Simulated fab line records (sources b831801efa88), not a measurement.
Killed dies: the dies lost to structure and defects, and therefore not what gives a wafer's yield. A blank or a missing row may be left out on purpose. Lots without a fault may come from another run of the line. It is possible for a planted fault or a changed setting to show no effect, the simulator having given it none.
Struck lot and sound lot, side by side | flow gf180mcu | 14 steps out of a route of 602
Sound: wafers L152.1, L152.2, L152.4. Wafers L144.1, L144.5, L144.6 were the ones struck. The cause is given at the end.
Per side, at each step with rows, come the tool, then ch with its chambers, and then its first start. Under that, the readings that differ: sound wafers | struck wafers | difference of the means | sigmas: that difference in standard deviations of wafers without a fault.
alike: same words and numbers on both sides, and readings whose means sit less than 2 such deviations apart. not compared: any withheld reading, any reading some wafer has no value for, any bound like >300 that may hide the same value, and any number with overlapping values for which the record gives no deviation.
The two part at a step that has a row with sigmas, a row that says differs or no value, or rows on one side only. Non-overlapping numbers with no deviation appear without sigmas and do not part them. A reading that every wafer of one side lacks parts them only if that side has two wafers or more.

first, 1 step without rows for these wafers: GF_V3_CVD_00 (deposits SiO2, target thk 600 nm, time 100 s).
GF_V3_THK_MEAS_01:
  sound on film metro-04 at day 27 00:55; struck on film metro-02 at day 24 10:43
  alike: V3_CVD_00_THK
GF_V3_CVD_02: deposits SiO2 from TEOS, target thk 850 nm, time 94.851 s.
  sound on pecvd-04 ch 0,1, day 27 00:59; struck on pecvd-04 ch 1,2, day 24 10:47
  reading            | sound       | struck      | difference | sigmas
  heater power w (W) | 689 908 966 | 537 589 728 | -236       | -2
  alike: susceptor temp C
  not compared: since wet clean h
GF_V3_THK_MEAS_03:
  sound on film metro-04 at day 27 01:03; struck on film metro-04 at day 24 10:51
  alike: V3_CVD_02_THK
GF_V3_CMP_04: polishes SiO2.
  sound on cmp-02 ch 0,1,3, day 27 01:07; struck on cmp-02 ch 2,3, day 24 10:58
  alike: motor current A, time to endpoint s
GF_V3_BOW_MEAS_05:
  sound on film metro-04 at day 27 01:25; struck on film metro-02 at day 24 11:13
  reading     | sound       | struck      | difference | sigmas
  V3_BOW (um) | 127 128 123 | 102 111 101 | -21        | -2
then, 6 steps without rows for these wafers: GF_V3_DEHYDRATE_06 (time 60 s); GF_V3_HMDS_07 (prime time 60 s); GF_V3_COAT_08; GF_V3_COAT_09 (resist thk 1000 nm); GF_V3_SOFTBAKE_10 (time 60 s); GF_V3_EXPOSE_11 (exposes mask Via3, target cd 260 nm).
GF_V3_PEB_12: peb time 90 s.
  struck on litho track-01, day 25 08:35; sound on litho track-01 ch 0, day 27 21:23
  no value came back on the struck wafers for chill plate temp C (C), exhaust pa (Pa), heater power total W (W); on the sound wafers chill plate temp C (C) reads 22.74 22.82 22.90
then, 1 step without rows for these wafers: GF_V3_DEVELOP_13 (develop time 60 s).

== WHERE THEY PART ==
Earliest at GF_V3_CVD_02; latest, in this record, at GF_V3_PEB_12.

WHY: what the simulator had put in
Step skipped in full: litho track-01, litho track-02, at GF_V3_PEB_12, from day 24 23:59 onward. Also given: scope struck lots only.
